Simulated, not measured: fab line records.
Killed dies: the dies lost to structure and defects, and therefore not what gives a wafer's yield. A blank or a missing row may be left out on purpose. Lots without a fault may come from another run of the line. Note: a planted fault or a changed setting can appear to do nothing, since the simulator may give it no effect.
Comparing a struck lot with a sound one -- flow sky130 -- 43 out of 708 route steps
Sound: wafers L204.3, L204.4, L204.6. Wafers struck: L216.2, L216.5, L216.6. The cause is named last.
Order at every step that has rows: each side's tool, ch and its chambers, its first start. Under that, the readings that differ: sound wafers -- struck wafers -- difference of the means -- sigmas: that difference in standard deviations of wafers without a fault.
alike: readings whose means differ by less than 2 such deviations, and words and numbers that are the same on both sides. not compared: withheld readings, readings that some wafer has no value for, bounds like >300 that may hide the same value, and numbers for which the record gives no deviation and whose values overlap.
The two part at a step that has a row with sigmas, a row that says differs or no value, or rows on one side only. When numbers do not overlap yet have no deviation, they are printed without sigmas and do not part them. Lack of a reading on every wafer of one side parts them only where that side has two or more wafers.

SKY_FIELD_ISO_THK_MEAS_02:
  sound on film-metro-01, day 1 22:19; struck on film-metro-02, day 4 09:38
  alike: FIELD_ISO_OXIDATION_00_THK
then, 1 step without rows for these wafers: SKY_FIELD_ISO_CVD_03 (deposits Si3N4 from DCS/NH3, target thk 165 nm, time 2830 s).
SKY_FIELD_ISO_THK_MEAS_04:
  sound on film-metro-02, day 2 00:10; struck on film-metro-03, day 4 11:29
  alike: FIELD_ISO_CVD_03_THK
then, 8 steps without rows for these wafers: SKY_FIELD_ISO_DEHYDRATE_05 (time 60 s); SKY_FIELD_ISO_HMDS_06 (prime time 60 s); SKY_FIELD_ISO_COAT_07 (resist thk 60 nm); SKY_FIELD_ISO_COAT_08 (resist thk 450 nm); SKY_FIELD_ISO_SOFTBAKE_09 (time 90 s); SKY_FIELD_ISO_EXPOSE_10 (exposes mask FOM, target cd 150 nm); SKY_FIELD_ISO_PEB_11; SKY_FIELD_ISO_DEVELOP_12 (develop time 60 s).
SKY_FIELD_ISO_CD_MEAS_13 targets a cd of 150 nm.
  sound on cd-sem-01, day 2 15:52; struck on cd-sem-01, day 5 05:10
  alike: cd-nm
SKY_FIELD_ISO_ETCH_14: etches BARC in N2/H2, stops on SiO2, time 45.9 s, target depth 60 nm.
  sound on rie-diel-03 ch 0,1,3, day 2 15:57; struck on rie-diel-03 ch 0,1,2, day 5 05:16
  alike: chamber-pressure-mTorr, drypump-motor-current-A, oes-product-au, throttle-valve-pct
  not compared: rf-hours-counter-h
SKY_FIELD_ISO_ETCH_15: etches the open film in CHF3/O2, stops on Si, target depth 180 nm, time 72 s.
  sound on rie-diel-03 ch 0,1,3, day 2 15:59; struck on rie-diel-03 ch 0,1,2, day 5 05:19
  alike: chamber-pressure-mTorr, drypump-motor-current-A, oes-product-au, throttle-valve-pct
  not compared: rf-hours-counter-h
SKY_FIELD_ISO_STRIP_16: strips in O2/N2.
  sound on plasma-asher-02 ch 0,1, day 2 16:05; struck on plasma-asher-02 ch 0,1, day 5 05:22
  alike: chamber-pressure-mTorr, drypump-motor-current-A, oes-product-au, strip-time-to-endpoint-s
  not compared: rf-hours-counter-h
SKY_FIELD_ISO_ETCH_17: etches Si in HBr/Cl2/O2, target depth 342 nm, time 97.7 s.
  sound on rie-si-02 ch 1,2, day 2 16:09; struck on rie-si-01 ch 0,1,2, day 5 05:28
reading,sound,struck,difference,sigmas
oes-product-au (a.u.),0.988 0.982 0.979,1.014 1.000 1.007,+0.024,+2
  alike: chamber-pressure-mTorr, drypump-motor-current-A, mfc-cl2-sccm, throttle-valve-pct
  not compared: rf-hours-counter-h
then, 5 steps without rows for these wafers: SKY_FIELD_ISO_WET_ETCH_18 (etches Si3N4 in H3PO4, target depth 25 nm, time 286 s); SKY_FIELD_ISO_CLEAN_19 (cleans in SC1/SC2, time 150 s); SKY_FIELD_ISO_CLEAN_20 (cleans in dHF, time 20 s); SKY_FIELD_ISO_WET_ETCH_21 (etches SiO2 in dHF, target depth 20 nm, time 400 s); SKY_FIELD_ISO_OXIDATION_22 (stabilise 600 s, purge 300 s, target thk 10 nm).
SKY_FIELD_ISO_THK_MEAS_23:
  sound on film-metro-01, day 3 00:44; struck on film-metro-03, day 5 07:29
  alike: FIELD_ISO_OXIDATION_01_THK
then, 1 step without rows for these wafers: SKY_FIELD_ISO_CVD_24 (deposits SiO2, target thk 595 nm, time 99.2 s).
SKY_FIELD_ISO_THK_MEAS_25:
  sound on film-metro-03, day 3 00:52; struck on film-metro-02, day 5 07:37
  alike: FIELD_ISO_CVD_24_THK
then, 1 step without rows for these wafers: SKY_FIELD_ISO_ANNEAL_26 (time 1800 s).
SKY_FIELD_ISO_CMP_27: polishes, stops on Si3N4, t overpolish 16 s, target thk 457.8 nm.
  sound on cmp-01 ch 0,1,2, day 3 06:19; struck on cmp-02 ch 1,2, day 5 09:10
  alike: head-pressure-psi, motor-current-A, overpolish-run-s, time-to-endpoint-s
then, 5 steps without rows for these wafers: SKY_FIELD_ISO_WET_ETCH_28 (etches SiO2 in dHF, target depth 23.7 nm, time 47 s); SKY_FIELD_ISO_WET_ETCH_29 (etches Si3N4 in H3PO4, target depth 160 nm, time 1825 s); SKY_FIELD_ISO_WET_ETCH_30 (etches SiO2 in dHF, target depth 25 nm, time 50 s); SKY_NWELL_CLEAN_00 (cleans in SC1/SC2, time 150 s); SKY_NWELL_OXIDATION_01 (stabilise 600 s, purge 300 s, target thk 10 nm).
SKY_NWELL_THK_MEAS_02:
  sound on film-metro-03, day 3 10:35; struck on film-metro-04, day 5 13:20
  alike: NWELL_OXIDATION_THK
then, 8 steps without rows for these wafers: SKY_DNWELL_DEHYDRATE_00 (time 60 s); SKY_DNWELL_HMDS_01 (prime time 60 s); SKY_DNWELL_COAT_02 (resist thk 3000 nm); SKY_DNWELL_SOFTBAKE_03; SKY_DNWELL_EXPOSE_04 (exposes mask DNM, target cd 3000 nm); SKY_DNWELL_PEB_05; SKY_DNWELL_DEVELOP_06 (develop time 60 s); SKY_DNWELL_IMPLANT_07.
SKY_DNWELL_STRIP_08: strips in O2/N2.
  sound on plasma-asher-03 ch 0,1, day 4 02:37; struck on plasma-asher-04 ch 0,1, day 6 07:51
reading,sound,struck,difference,sigmas
drypump-motor-current-A (A),5.22 4.86 4.86,5.69 5.60 5.66,+0.67,+3
strip-time-to-endpoint-s (s),36.99 36.97 36.95,36.69 36.71 36.67,-0.28,-2
  alike: chamber-pressure-mTorr, oes-product-au
  not compared: rf-hours-counter-h
SKY_DNWELL_TW_MEAS_09:
  sound on film-metro-04, day 4 02:42; struck on film-metro-03, day 6 07:58
reading,sound,struck,difference,sigmas
DNWELL_TW,1094 1096 1094,1106 1103 1108,+11,+2
-- the record jumps here: 43 days lie between the struck wafers' starts before and after (it left off in module DNWELL and takes up again in module PAD_OPEN, whose first step shown is number 708 of the route) --
SKY_PAD_OPEN_PROBE_99:
  rows exist in the record for the struck wafers here (prober-01, day 49 14:07), but not for the sound ones

== WHERE THEY PART ==
Last at SKY_PAD_OPEN_PROBE_99 as far as this record goes, first at SKY_FIELD_ISO_ETCH_17.

WHY: the cause the simulator had injected
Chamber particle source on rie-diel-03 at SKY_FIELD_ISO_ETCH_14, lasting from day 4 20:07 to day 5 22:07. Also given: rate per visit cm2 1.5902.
